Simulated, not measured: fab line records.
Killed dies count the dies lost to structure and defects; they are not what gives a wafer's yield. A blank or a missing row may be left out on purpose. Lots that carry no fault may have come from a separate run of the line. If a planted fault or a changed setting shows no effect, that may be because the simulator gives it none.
Which tool did it? + flow gf180mcu + at 1 step of a route of 602, 7 lots with 21 wafers sampled

## WHAT EACH GAUGE READ, for each wafer
GF_STI_THK_MEAS_30.
| lot  | measured    | on            | STI_OXIDATION_02_THK (nm) |
|------|-------------|---------------|---------------------------|
| L539 | day 2 12:23 | film metro-01 | 10.14 10.06 9.99          |
| L543 | day 3 07:16 | film metro-01 | 9.91 9.94 9.89            |
| L547 | day 4 04:53 | film metro-01 | 10.12 10.05 9.89          |
| L550 | day 4 19:28 | film metro-01 | 9.93 9.76 10.06           |
| L552 | day 5 06:55 | film metro-02 | 10.20 10.38 10.15         |
| L557 | day 6 07:37 | film metro-02 | 9.96 9.90 10.13           |
| L560 | day 6 22:55 | film metro-04 | 10.19 10.13 10.15         |

## EACH LOT AND THE TOOL THAT RAN IT (in order: tool; ch and the chambers of the sampled wafers; start)
Before these readings, the record contains no process step.

## THE ANSWER, worked out from the rows above alone
Rule: what is usual is taken from the lots themselves. The widest of any qualifying gaps counts: lots, ordered by their means at a reading, are off when they make up no more than a third of the lots, leave a main group of 4 or more, and stand apart from it by 3 or more times the standard deviation of that group's means. If all means in a main group match to the digits the tables above print for the reading, that group is not used. A lot without any number at a reading at which 4 lots or more have one is off too. All remaining lots with rows at the step are treated as sound.
Nothing can be told from this: no lot is off at any reading shown.

## WHAT THE SIMULATOR HAD INSERTED
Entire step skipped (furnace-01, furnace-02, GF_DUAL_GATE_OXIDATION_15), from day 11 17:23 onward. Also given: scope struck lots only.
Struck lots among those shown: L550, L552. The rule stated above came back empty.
